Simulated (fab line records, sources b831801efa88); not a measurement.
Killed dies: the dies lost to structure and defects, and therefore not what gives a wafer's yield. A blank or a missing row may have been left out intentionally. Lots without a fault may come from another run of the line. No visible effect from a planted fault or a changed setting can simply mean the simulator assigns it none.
fab line records + flow sfqLine
record:
- lots: 6
- wafers: 18
- lastDay: 94
route steps=325 shown M4@160 I4@163
lots that met no fault: taken from a fault-free run of the same line
startH: the number of hours between the record's first day and the start of the first shown wafer of the lot + waitH: hours from the lot's prior step to this one + " repeats the value in the row above + L1.1+2: one row covering several wafers at once + - either no value or no given start + * or withheld: withheld + < > ~ a bound
route shown NAME@n: names a module that has steps shown in the file, with the first one's number in the route + usual: the fault-free wafers' mean and standard deviation + same: alike in all rows + chamber/n: place in a boat + sites: each site's reading + _std_site: their standard deviation + _edge_site: outer sites' mean less inner sites' + radiusMm: how far each site lies from the wafer's centre + mask NAME#n: copy n + behind: tool/chamber where the wafer was last shaped + hold: the reason the lot was held/the length of the hold in hours/how it ended + device: transistor that didn't switch, given as n, p or np + end of line: tests of these same wafers at the route's end + step lacking rows: just its recipe + killed: at the first sort, the dies lost to defects and structure; wafer yield is something else + map: a wafer's dies, x killed, . not, _ none there
set.NAME: the setting the step ran with; set.NAME@STEP: the setting that earlier step ran with + model.NAME: the simulator's own value behind a step, which no gauge read
lots at selected steps of the route; one table per step, one row per wafer
services: from which hour (startH, from the record's first day; less than 0 if before it) a tool's chamber was out of use, for how many hours, and why
== steps ==
step: SFQ_TRILAYER_M4_ETCH_METAL_ETCH_096
recipe:
- target: Nb
- stopOn: SiO2
- maskMaterial: PR
- chemistry: Cl2/Ar
- targetDepthNm: 240
- icpW: 600
- biasW: 82.12
- pressureMtorr: 10
- timeS: 120
usual:
- drypumpMotorCurrentA: 5.6/0.53
- oesProductAu: 0.894/0.0058
| lot.wafer | tool        | chamber | startH  | waitH | drypumpMotorCurrentA | oesProductAu | rfHoursCounterH |
|-----------|-------------|---------|---------|-------|----------------------|--------------|-----------------|
| L138.3    | rieMetal-02 | 0       | 1252.21 | 0.1   | 6.1                  | 0.883        | -               |
| L138.4    | "           | 1       | "       | "     | 6.3                  | 0.892        | -               |
| L138.6    | "           | 1       | "       | "     | 6.3                  | 0.894        | -               |
| L149.1    | rieMetal-02 | 1       | 1372.25 | 0.0   | 6.3                  | 0.897        | 24              |
| L149.2    | "           | 0       | "       | "     | 6.0                  | 0.902        | 47              |
| L149.6    | "           | 0       | "       | "     | 6.0                  | 0.889        | -               |
| L150.3    | rieMetal-03 | 1       | 1378.68 | 0.1   | 4.8                  | 0.904        | -               |
| L150.5    | "           | 0       | "       | "     | 5.5                  | 0.892        | -               |
| L150.6    | "           | 1       | "       | "     | 4.8                  | 0.891        | -               |
| L153.1    | rieMetal-03 | 0       | 1458.77 | 0.0   | 5.6                  | 0.887        | 110             |
| L153.5    | "           | 1       | "       | "     | 4.8                  | 0.892        | -               |
| L153.6    | "           | 0       | "       | "     | 5.5                  | 0.902        | -               |
| L154.1    | rieMetal-04 | 1       | 1459.97 | 0.0   | 6.2                  | 0.894        | 9               |
| L154.2    | "           | 0       | "       | "     | 5.5                  | 0.889        | 84              |
| L154.4    | "           | 1       | "       | "     | 6.2                  | 0.882        | -               |
| L155.1    | rieMetal-03 | 1       | 1461.17 | 0.0   | 4.8                  | 0.886        | 37              |
| L155.2    | "           | 0       | "       | "     | 5.6                  | 0.891        | 110             |
| L155.6    | "           | 0       | "       | "     | 5.5                  | 0.892        | -               |
step: SFQ_TRILAYER_M4_STRIP_STRIP_097
recipe:
- gas: O2
- powerW: 200
- platenTempC: 40
- overashFraction: 0.65
- chemistry: O2
- pressureMtorr: 50
usual:
- drypumpMotorCurrentA: 5.6/0.53
- oesProductAu: 0.999/0.0086
| lot.wafer | tool        | chamber | startH  | waitH | drypumpMotorCurrentA | oesProductAu | rfHoursCounterH |
|-----------|-------------|---------|---------|-------|----------------------|--------------|-----------------|
| L138.3    | rieMetal-02 | 0       | 1252.49 | 0.2   | 6.0                  | 0.997        | -               |
| L138.4    | "           | 1       | "       | "     | 6.3                  | 1.007        | -               |
| L138.6    | "           | 1       | "       | "     | 6.3                  | 1.003        | -               |
| L149.1    | rieMetal-02 | 1       | 1372.38 | 0.1   | 6.3                  | 1.008        | 25              |
| L149.2    | "           | 0       | "       | "     | 6.0                  | 0.987        | 48              |
| L149.6    | "           | 0       | "       | "     | 6.1                  | 0.989        | -               |
| L150.3    | rieMetal-03 | 1       | 1378.97 | 0.2   | 4.8                  | 0.980        | -               |
| L150.5    | "           | 0       | "       | "     | 5.5                  | 1.001        | -               |
| L150.6    | "           | 1       | "       | "     | 4.8                  | 0.980        | -               |
| L153.1    | rieMetal-03 | 0       | 1458.89 | 0.1   | 5.6                  | 1.002        | 110             |
| L153.5    | "           | 1       | "       | "     | 4.8                  | 0.990        | -               |
| L153.6    | "           | 0       | "       | "     | 5.6                  | 1.000        | -               |
| L154.1    | rieMetal-04 | 1       | 1460.09 | 0.1   | 6.2                  | 1.004        | 9               |
| L154.2    | "           | 0       | "       | "     | 5.6                  | 0.994        | 84              |
| L154.4    | "           | 1       | "       | "     | 6.2                  | 0.992        | -               |
| L155.1    | rieMetal-03 | 1       | 1461.29 | 0.1   | 4.8                  | 0.988        | 37              |
| L155.2    | "           | 0       | "       | "     | 5.6                  | 1.015        | 110             |
| L155.6    | "           | 0       | "       | "     | 5.6                  | 1.012        | -               |
step: SFQ_TRILAYER_M4_STRIP_SOLV_CLEAN_098
recipe:
- chemistry: NMP
- tempC: 70
- timeS: 600
step: SFQ_TRILAYER_I4_DEP_PECVD_099
recipe:
- material: SiO2
- tempC: 150
- timeS: 111.11
- pressureTorr: 2.4
- rfW: 183.3
- precursor: SiH4/N2O
- targetThkNm: 500
usual:
- heaterPowerOuterW: 29/9.7
- heaterPowerW: 80/14
- throttleValvePct: 24.9/1.5
| lot.wafer | tool     | chamber | startH  | waitH | heaterPowerOuterW | heaterPowerW | throttleValvePct |
|-----------|----------|---------|---------|-------|-------------------|--------------|------------------|
| L138.3    | pecvd-04 | 0       | 1253.07 | 0.0   | 42                | 96           | 24.6             |
| L138.4    | "        | 0       | "       | "     | 44                | 102          | 24.7             |
| L138.6    | "        | 1       | "       | "     | 35                | 94           | 25.2             |
| L149.1    | pecvd-02 | 1       | 1373.15 | 0.0   | 22                | 71           | 24.0             |
| L149.2    | "        | 0       | "       | "     | 39                | 95           | 23.4             |
| L149.6    | "        | 1       | "       | "     | 24                | 77           | 24.1             |
| L150.3    | pecvd-01 | 1       | 1379.54 | 0.0   | 23                | 74           | 24.5             |
| L150.5    | "        | 1       | "       | "     | 24                | 76           | 24.7             |
| L150.6    | "        | 0       | "       | "     | 25                | 69           | 27.0             |
| L153.1    | pecvd-01 | 0       | 1459.67 | 0.0   | 22                | 64           | 27.6             |
| L153.5    | "        | 2       | "       | "     | 25                | 66           | 27.3             |
| L153.6    | "        | 0       | "       | "     | 22                | 64           | 27.8             |
| L154.1    | pecvd-04 | 2       | 1460.87 | 0.0   | 14                | 64           | 25.7             |
| L154.2    | "        | 0       | "       | "     | 49                | 107          | 25.0             |
| L154.4    | "        | 0       | "       | "     | 49                | 107          | 24.7             |
| L155.1    | pecvd-02 | 2       | 1462.07 | 0.0   | 34                | 80           | 22.5             |
| L155.2    | "        | 1       | "       | "     | 24                | 73           | 24.2             |
| L155.6    | "        | 2       | "       | "     | 36                | 81           | 22.1             |
step: SFQ_TRILAYER_I4_CMP_CMP_100
recipe:
- material: SiO2
- downForcePsi: 3
- platenRpm: 60
- padVelocityMS: 0.94248
usual:
- motorCurrentA: 10.5/1.1
- timeToEndpointS: 218/5.7
| lot.wafer | tool   | chamber | startH  | waitH | motorCurrentA | timeToEndpointS |
|-----------|--------|---------|---------|-------|---------------|-----------------|
| L138.4    | cmp-01 | 3       | 1254.52 | 1.4   | 9.7           | 220             |
| L138.3    | "      | 0       | "       | "     | 9.9           | 217             |
| L138.6    | "      | 3       | 1256.52 | 3.4   | 9.5           | 212             |
| L149.1    | cmp-01 | 1       | 1373.23 | 0.0   | 10.3          | 212             |
| L149.2    | "      | 2       | "       | "     | 11.7          | 220             |
| L149.6    | "      | 2       | 1375.73 | 2.5   | 11.8          | 217             |
| L150.3    | cmp-02 | 3       | 1380.62 | 1.0   | 12.6          | 222             |
| L150.5    | "      | 1       | 1381.62 | 2.0   | 10.2          | 219             |
| L150.6    | "      | 2       | "       | "     | 10.1          | 222             |
| L153.1    | cmp-01 | 0       | 1461.94 | 2.2   | 10.1          | 211             |
| L153.6    | "      | 2       | 1462.94 | 3.2   | 12.1          | 219             |
| L153.5    | "      | 3       | "       | "     | 9.7           | 214             |
| L154.4    | cmp-02 | 2       | 1462.74 | 1.8   | 9.9           | 224             |
| L154.2    | "      | 3       | "       | "     | 12.8          | 223             |
| L154.1    | "      | 1       | 1464.24 | 3.3   | 11.0          | 221             |
| L155.2    | cmp-01 | 0       | 1463.94 | 1.8   | 9.9           | 206             |
| L155.1    | "      | 2       | 1464.94 | 2.8   | 12.2          | 206             |
| L155.6    | "      | 0       | 1465.94 | 3.8   | 9.9           | 213             |
step: SFQ_I4_BOW_MEAS_927
recipe:
- mode: bow
usual:
- I4_BOW: 6/9.2
| lot.wafer | tool         | chamber | startH  | waitH | I4_BOW[um] |
|-----------|--------------|---------|---------|-------|------------|
| L138.3    | filmMetro-03 | -       | 1257.06 | 1.5   | 13         |
| L138.4    | "            | -       | "       | "     | 3          |
| L138.6    | "            | -       | "       | "     | 0          |
| L149.1    | filmMetro-02 | -       | 1376.23 | 2.5   | 5          |
| L149.2    | "            | -       | "       | "     | 15         |
| L149.6    | "            | -       | "       | "     | 3          |
| L150.3    | filmMetro-03 | -       | 1382.66 | 1.5   | -1         |
| L150.5    | "            | -       | "       | "     | 8          |
| L150.6    | "            | -       | "       | "     | -2         |
| L153.1    | filmMetro-03 | -       | 1463.94 | 1.5   | 22         |
| L153.5    | "            | -       | "       | "     | 8          |
| L153.6    | "            | -       | "       | "     | 4          |
| L154.1    | filmMetro-04 | -       | 1465.74 | 1.0   | 15         |
| L154.2    | "            | -       | "       | "     | 15         |
| L154.4    | "            | -       | "       | "     | 8          |
| L155.1    | filmMetro-02 | -       | 1466.94 | 1.5   | 17         |
| L155.2    | "            | -       | "       | "     | 4          |
| L155.6    | "            | -       | "       | "     | 0          |
step: SFQ_TRILAYER_I4_METRO_MEASURE_101
usual:
- thkNm: 200.5/0.98
| lot.wafer | tool         | chamber | startH  | waitH | thkNm |
|-----------|--------------|---------|---------|-------|-------|
| L138.3    | filmMetro-03 | -       | 1257.54 | 0.5   | 202.6 |
| L138.4    | "            | -       | "       | "     | 202.7 |
| L138.6    | "            | -       | "       | "     | 201.9 |
| L149.1    | filmMetro-02 | -       | 1376.35 | 0.1   | 201.9 |
| L149.2    | "            | -       | "       | "     | 199.6 |
| L149.6    | "            | -       | "       | "     | 200.1 |
| L150.3    | filmMetro-03 | -       | 1383.14 | 0.5   | 200.9 |
| L150.5    | "            | -       | "       | "     | 201.5 |
| L150.6    | "            | -       | "       | "     | 200.8 |
| L153.1    | filmMetro-03 | -       | 1464.06 | 0.1   | 199.2 |
| L153.5    | "            | -       | "       | "     | 200.4 |
| L153.6    | "            | -       | "       | "     | 199.0 |
| L154.1    | filmMetro-04 | -       | 1465.86 | 0.1   | 199.8 |
| L154.2    | "            | -       | "       | "     | 200.5 |
| L154.4    | "            | -       | "       | "     | 200.9 |
| L155.1    | filmMetro-02 | -       | 1467.06 | 0.1   | 202.9 |
| L155.2    | "            | -       | "       | "     | 200.6 |
| L155.6    | "            | -       | "       | "     | 201.7 |
step: SFQ_TRILAYER_I4_VIA_LITHO_COAT_108
recipe:
- resist: BARC
- spinRpm: 3000
- resistThkNm: 62
step: SFQ_TRILAYER_I4_VIA_LITHO_COAT_103
recipe:
- resist: KrF
- spinRpm: 3000
- resistThkNm: 650
step: SFQ_TRILAYER_I4_VIA_LITHO_SOFTBAKE_107
recipe:
- tempC: withheld
- timeS: withheld
- resist: KrF
step: SFQ_TRILAYER_I4_VIA_LITHO_EXPOSE_104
recipe:
- maskId: I4
- na: 0.6
- sourceShape: conventional
- sigmaOuter: 0.65
- targetCdNm: 700
- doseMj: 21.3
step: SFQ_TRILAYER_I4_VIA_LITHO_PEB_106
recipe:
- pebTempC: 115
- pebTimeS: 60
- resist: KrF
step: SFQ_TRILAYER_I4_VIA_LITHO_DEVELOP_105
recipe:
- timeS: 60
- resist: KrF
usual:
- chillPlateTempC: 23.00/0.099
- exhaustPa: 44.9/0.81
| lot.wafer | tool          | chamber | startH  | waitH | chillPlateTempC | exhaustPa | model.KrF_of_TRILAYER_I4_VIA_LITHO_COAT_103.thkNm |
|-----------|---------------|---------|---------|-------|-----------------|-----------|---------------------------------------------------|
| L138.3    | lithoTrack-01 | 0       | 1409.47 | 0.1   | 22.77           | 45.3      | 623.6                                             |
| L138.4    | "             | 0       | "       | "     | 23.01           | 46.4      | 624.9                                             |
| L138.6    | "             | 0       | "       | "     | 23.16           | 45.8      | 623.2                                             |
| L149.1    | lithoTrack-02 | -       | 1513.18 | 0.1   | -               | -         | 651.6                                             |
| L149.2    | "             | -       | "       | "     | -               | -         | 652.5                                             |
| L149.6    | "             | -       | "       | "     | -               | -         | 652.4                                             |
| L150.3    | lithoTrack-01 | -       | 1515.63 | 0.1   | -               | -         | 649.4                                             |
| L150.5    | "             | -       | "       | "     | -               | -         | 649.3                                             |
| L150.6    | "             | -       | "       | "     | -               | -         | 651.1                                             |
| L153.1    | lithoTrack-03 | 0       | 1576.03 | 0.1   | 22.96           | 45.2      | 626.1                                             |
| L153.5    | "             | 0       | "       | "     | 23.00           | 44.6      | 624.8                                             |
| L153.6    | "             | 0       | "       | "     | 23.06           | 45.1      | 625.4                                             |
| L154.1    | lithoTrack-03 | 0       | 1577.23 | 0.1   | 22.97           | 44.0      | 625.1                                             |
| L154.2    | "             | 0       | "       | "     | 23.16           | 45.0      | 624.2                                             |
| L154.4    | "             | 0       | "       | "     | 23.10           | 45.1      | 625.4                                             |
| L155.1    | lithoTrack-03 | 0       | 1578.43 | 0.1   | 23.06           | 45.1      | 628.2                                             |
| L155.2    | "             | 0       | "       | "     | 23.10           | 46.1      | 626.5                                             |
| L155.6    | "             | 0       | "       | "     | 22.98           | 46.6      | 626.5                                             |
step: SFQ_I4_OVL_MEAS_928
usual:
- I4_OVL: 3/4.5
| lot.wafer | tool       | chamber | startH  | waitH | I4_OVL[nm] |
|-----------|------------|---------|---------|-------|------------|
| L138.3    | overlay-01 | -       | 1409.58 | 0.1   | -6         |
| L138.4    | "          | -       | "       | "     | -5         |
| L138.6    | "          | -       | "       | "     | -3         |
| L149.1    | overlay-02 | -       | 1513.33 | 0.1   | -          |
| L149.2    | "          | -       | "       | "     | -          |
| L149.6    | "          | -       | "       | "     | -          |
| L150.3    | overlay-02 | -       | 1515.75 | 0.1   | -          |
| L150.5    | "          | -       | "       | "     | -          |
| L150.6    | "          | -       | "       | "     | -          |
| L153.1    | overlay-02 | -       | 1576.18 | 0.1   | -3         |
| L153.5    | "          | -       | "       | "     | -4         |
| L153.6    | "          | -       | "       | "     | -6         |
| L154.1    | overlay-02 | -       | 1577.38 | 0.1   | 4          |
| L154.2    | "          | -       | "       | "     | 10         |
| L154.4    | "          | -       | "       | "     | 5          |
| L155.1    | overlay-02 | -       | 1578.58 | 0.1   | 4          |
| L155.2    | "          | -       | "       | "     | 7          |
| L155.6    | "          | -       | "       | "     | 7          |
== services ==
| tool         | chamber | startH  | hours | kind   |
|--------------|---------|---------|-------|--------|
| pecvd-02     | -       | 1236.77 | 1.7   | repair |
| filmMetro-02 | -       | 1238.61 | 0.6   | pm     |
| filmMetro-02 | -       | 1239.25 | 1.9   | pm     |
| rieMetal-02  | 1       | 1242.44 | 1.6   | repair |
| cmp-01       | -       | 1258.02 | 4.0   | pm     |
| cmp-01       | -       | 1306.96 | 1.9   | repair |
| rieMetal-02  | -       | 1327.47 | 1.0   | repair |
| filmMetro-03 | -       | 1338.87 | 2.6   | pm     |
| cmp-01       | -       | 1340.86 | 4.4   | repair |
| filmMetro-03 | -       | 1353.60 | 1.1   | pm     |
| cmp-01       | -       | 1358.64 | 5.7   | repair |
| cmp-01       | -       | 1359.10 | 1.3   | repair |
| cmp-01       | -       | 1362.82 | 1.3   | repair |
| rieMetal-02  | 1       | 1375.93 | 2.5   | repair |
| cmp-01       | -       | 1393.12 | 7.4   | pm     |
| filmMetro-03 | -       | 1400.62 | 0.3   | pm     |
| cmp-01       | -       | 1401.89 | 0.2   | repair |
| cmp-01       | -       | 1422.56 | 15.2  | pm     |
| rieMetal-03  | 0       | 1469.44 | 3.2   | repair |
| cmp-01       | -       | 1487.99 | 0.3   | repair |
| rieMetal-02  | 1       | 1501.62 | 9.2   | repair |
| rieMetal-02  | -       | 1530.57 | 2.8   | pm     |
| cmp-01       | -       | 1541.31 | 1.0   | repair |
| cmp-01       | -       | 1567.82 | 1.0   | repair |
== key ==
firstSign:
- step: SFQ_TRILAYER_I4_VIA_LITHO_DEVELOP_105
- reading: toolRecord
- direction: missing
effect none on later readings
modelEffect:
- step: SFQ_TRILAYER_I4_VIA_LITHO_DEVELOP_105
- value: KrF_of_TRILAYER_I4_VIA_LITHO_COAT_103.thkNm
- without: 625.7
- struck: 651
metAt SFQ_TRILAYER_I4_VIA_LITHO_DEVELOP_105
struckWafers L149.1,L149.2,L149.6,L150.3,L150.5,L150.6
onsetBetween 1409.47 1513.18
fault:
- kind: skippedStepWhole
- tool: lithoTrack-01,lithoTrack-02
- chamber: -
- onsetH: 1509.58
- steps: SFQ_TRILAYER_I4_VIA_LITHO_DEVELOP_105
- scope: struckLotsOnly
